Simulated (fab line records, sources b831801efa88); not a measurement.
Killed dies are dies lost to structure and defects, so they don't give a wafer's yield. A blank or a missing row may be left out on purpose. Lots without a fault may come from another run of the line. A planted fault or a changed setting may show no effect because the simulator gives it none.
Which tool did it? | flow gf180mcu | 14 lots, 42 wafers sampled, at 5 steps of a route of 602

WHAT THE GAUGES READ, wafer by wafer
GF_V3_THK_MEAS_01.
lot  | measured     | on            | V3_CVD_00_THK (nm)
L537 | day 21 02:59 | film_metro-02 | 588 585 587
L538 | day 21 17:32 | film_metro-03 | 610 595 603
L539 | day 21 23:13 | film_metro-03 | 602 598 597
L540 | day 22 09:19 | film_metro-04 | 602 604 604
L541 | day 22 22:51 | film_metro-04 | 606 606 613
L542 | day 23 12:10 | film_metro-03 | 601 597 605
L543 | day 23 15:02 | film_metro-03 | 606 601 601
L544 | day 23 19:20 | film_metro-03 | 602 592 603
L546 | day 24 10:44 | film_metro-03 | 616 605 606
L548 | day 25 06:59 | film_metro-04 | 595 596 595
L550 | day 26 03:23 | film_metro-04 | 598 609 607
L555 | day 27 17:01 | film_metro-02 | 605 609 610
L556 | day 27 23:17 | film_metro-03 | 609 606 602
L557 | day 28 00:06 | film_metro-02 | 605 603 600

GF_M4_CD_MEAS_14: target cd 280 nm.
lot  | measured     | on        | cd_nm (nm)
L537 | day 23 03:37 | cd_sem-01 | 279.0 279.6 279.0
L538 | day 23 16:28 | cd_sem-01 | 280.3 278.4 279.7
L539 | day 23 22:58 | cd_sem-02 | 280.4 279.7 280.4
L540 | day 24 09:30 | cd_sem-01 | 278.3 277.4 279.4
L541 | day 24 21:15 | cd_sem-01 | 279.8 279.7 279.9
L542 | day 25 09:32 | cd_sem-02 | 279.0 281.1 279.9
L543 | day 25 13:19 | cd_sem-02 | 280.3 280.3 279.5
L544 | day 25 16:37 | cd_sem-02 | 279.1 280.4 278.5
L546 | day 26 05:35 | cd_sem-01 | 280.1 281.2 280.6
L548 | day 27 01:07 | cd_sem-01 | 279.8 281.6 280.0
L550 | day 27 22:19 | cd_sem-01 | 281.3 280.6 280.6
L555 | day 29 09:42 | cd_sem-01 | 278.7 279.1 278.5
L556 | day 29 15:20 | cd_sem-02 | 278.9 278.9 280.1
L557 | day 29 16:25 | cd_sem-01 | 280.1 279.2 279.2

WHICH TOOL RAN EACH LOT (tool, then ch and the chambers of the sampled wafers, then the start)
lot  | GF_M3_SPUTTER_01             | GF_M3_METAL_ETCH_16               | GF_M3_STRIP_17
L537 | pvd_sputter-04, day 20 02:30 | rie_metal-03 ch 0,1, day 21 02:14 | plasma_asher-04 ch 0,1, day 21 02:21
L538 | pvd_sputter-04, day 20 17:25 | rie_metal-03 ch 0,1, day 21 16:49 | plasma_asher-02 ch 0, day 21 16:55
L539 | pvd_sputter-02, day 20 22:49 | rie_metal-04 ch 0,1, day 21 22:27 | plasma_asher-04 ch 0,1, day 21 22:34
L540 | pvd_sputter-02, day 21 08:55 | rie_metal-04 ch 0,1, day 22 08:36 | plasma_asher-02 ch 0,1, day 22 08:43
L541 | pvd_sputter-03, day 21 22:40 | rie_metal-04 ch 0,1, day 22 22:06 | plasma_asher-04 ch 0,1, day 22 22:13
L542 | pvd_sputter-03, day 22 12:17 | rie_metal-03 ch 0,1, day 23 11:27 | plasma_asher-02 ch 0,1, day 23 11:34
L543 | pvd_sputter-03, day 22 15:21 | rie_metal-04 ch 0,1, day 23 14:20 | plasma_asher-04 ch 0,1, day 23 14:26
L544 | pvd_sputter-03, day 22 20:00 | rie_metal-03 ch 0,1, day 23 18:37 | plasma_asher-01 ch 0,1, day 23 18:43
L546 | pvd_sputter-03, day 23 11:55 | rie_metal-02 ch 0,1, day 24 10:02 | plasma_asher-02 ch 0,1, day 24 10:09
L548 | pvd_sputter-04, day 24 08:06 | rie_metal-04 ch 0, day 25 06:10   | plasma_asher-01 ch 1, day 25 06:16
L550 | pvd_sputter-03, day 25 05:07 | rie_metal-02 ch 0, day 26 02:29   | plasma_asher-04 ch 0,1, day 26 02:41
L555 | pvd_sputter-02, day 26 19:39 | rie_metal-04 ch 0,1, day 27 16:19 | plasma_asher-01 ch 0,1, day 27 16:25
L556 | pvd_sputter-04, day 27 02:39 | rie_metal-03 ch 0,1, day 27 22:32 | plasma_asher-01 ch 0,1, day 27 22:39
L557 | pvd_sputter-02, day 27 03:34 | rie_metal-04 ch 0, day 27 23:22   | plasma_asher-04 ch 0,1, day 27 23:28
- GF_M3_SPUTTER_01: material TiN, target thk 30 nm, time 25 s.
- GF_M3_METAL_ETCH_16: etches the open film in Cl2/BCl3, stops on SiO2, target depth 627.5 nm, time 104.6 s.
- GF_M3_STRIP_17: strips in O2/N2.

WHAT THE TOOLS THEMSELVES READ (means of the sampled wafers that have a number; where no wafer has one, the mark that the record gives instead)
GF_M3_SPUTTER_01.
lot  | tool           | cathode_dc_power_W (W) | throttle_valve_pct (%)
L537 | pvd_sputter-04 | 6499.9                 | 29.0
L538 | pvd_sputter-04 | 6499.7                 | 28.1
L539 | pvd_sputter-02 | 6500.2                 | 30.8
L540 | pvd_sputter-02 | 6499.9                 | 30.4
L541 | pvd_sputter-03 | 6500.8                 | 30.4
L542 | pvd_sputter-03 | 6499.9                 | 30.0
L543 | pvd_sputter-03 | 6501.2                 | 30.1
L544 | pvd_sputter-03 | 6499.4                 | 30.3
L546 | pvd_sputter-03 | 6500.9                 | 30.0
L548 | pvd_sputter-04 | 6500.2                 | 28.5
L550 | pvd_sputter-03 | 6499.0                 | 30.1
L555 | pvd_sputter-02 | 6501.8                 | 30.2
L556 | pvd_sputter-04 | 6499.9                 | 28.6
L557 | pvd_sputter-02 | 6499.5                 | 31.3

GF_M3_METAL_ETCH_16.
lot  | tool         | drypump_motor_current_A (A) | oes_product_au (a.u.) | rf_fwd_power_W (W) | throttle_valve_pct (%)
L537 | rie_metal-03 | 5.5                         | 0.973                 | 795.4              | 28.247
L538 | rie_metal-03 | 5.4                         | 0.976                 | 795.2              | 28.239
L539 | rie_metal-04 | 5.6                         | 0.964                 | 796.5              | 28.253
L540 | rie_metal-04 | 5.9                         | 0.966                 | 794.7              | 28.255
L541 | rie_metal-04 | 5.5                         | 0.973                 | 795.1              | 28.258
L542 | rie_metal-03 | 5.5                         | 0.980                 | 795.4              | 28.233
L543 | rie_metal-04 | 5.9                         | 0.968                 | 795.9              | 28.254
L544 | rie_metal-03 | 5.5                         | 0.975                 | 793.1              | 28.247
L546 | rie_metal-02 | 5.5                         | 0.974                 | 795.2              | 28.257
L548 | rie_metal-04 | 6.2                         | 0.974                 | 794.0              | 28.244
L550 | rie_metal-02 | 5.3                         | 0.977                 | 794.7              | 28.235
L555 | rie_metal-04 | 5.9                         | 0.907                 | 666.7              | 28.318
L556 | rie_metal-03 | 5.5                         | 0.979                 | 795.3              | 28.234
L557 | rie_metal-04 | 6.2                         | 0.915                 | 667.9              | 28.314

GF_M3_STRIP_17.
lot  | tool            | drypump_motor_current_A (A) | heater_power_w (W) | oes_product_au (a.u.) | strip_time_to_endpoint_s (s)
L537 | plasma_asher-04 | 5.6                         | 351                | 0.561                 | 7.87
L538 | plasma_asher-02 | 6.5                         | 384                | 0.558                 | 7.86
L539 | plasma_asher-04 | 5.6                         | 344                | 0.555                 | 7.84
L540 | plasma_asher-02 | 6.2                         | 360                | 0.555                 | 7.84
L541 | plasma_asher-04 | 5.3                         | 338                | 0.550                 | 7.84
L542 | plasma_asher-02 | 6.2                         | 354                | 0.556                 | 7.81
L543 | plasma_asher-04 | 5.3                         | 334                | 0.556                 | 7.85
L544 | plasma_asher-01 | 6.3                         | 311                | 0.560                 | 7.89
L546 | plasma_asher-02 | 5.8                         | 326                | 0.560                 | 7.88
L548 | plasma_asher-01 | 6.1                         | 327                | 0.556                 | 7.87
L550 | plasma_asher-04 | 5.6                         | 346                | 0.555                 | 7.86
L555 | plasma_asher-01 | 6.3                         | 311                | 0.570                 | 8.25
L556 | plasma_asher-01 | 6.3                         | 303                | 0.553                 | 7.87
L557 | plasma_asher-04 | 5.5                         | 341                | 0.570                 | 8.22

THE ANSWER, worked out from the rows above alone
Rule: what is usual is taken from the lots themselves. Put in order of their means at a reading, lots are off if they are a third of the lots or fewer, leave a main group of 4 or more, and stand apart from it by a gap of 3 or more times the standard deviation of the main group's means; of several such gaps the widest counts. A main group whose means are all the same, to the digits that the tables above print for the reading, isn't used. A lot without any number at a reading at which 4 lots or more have one is off too. The other lots that the step has rows for count as sound. The gauges are gone through in route order, then the tools' own readings, and for those a lot's mean is taken as printed above. The first step at which some lot is off is used, and at that step the reading that is off furthest; a lot without a number counts as furthest.
Off: L555, L557, at GF_M3_METAL_ETCH_16 (rf_fwd_power_W). The main group: mean 795.0 W, standard deviation 0.83.
A tool fits if, at that step or a process step before it, it ran every lot that is off, and no sound lot after the first of them. Can't be told from this: 2 tools fit, pvd_sputter-02 at GF_M3_SPUTTER_01, rie_metal-04 at GF_M3_METAL_ETCH_16.

WHAT THE SIMULATOR HAD PUT IN
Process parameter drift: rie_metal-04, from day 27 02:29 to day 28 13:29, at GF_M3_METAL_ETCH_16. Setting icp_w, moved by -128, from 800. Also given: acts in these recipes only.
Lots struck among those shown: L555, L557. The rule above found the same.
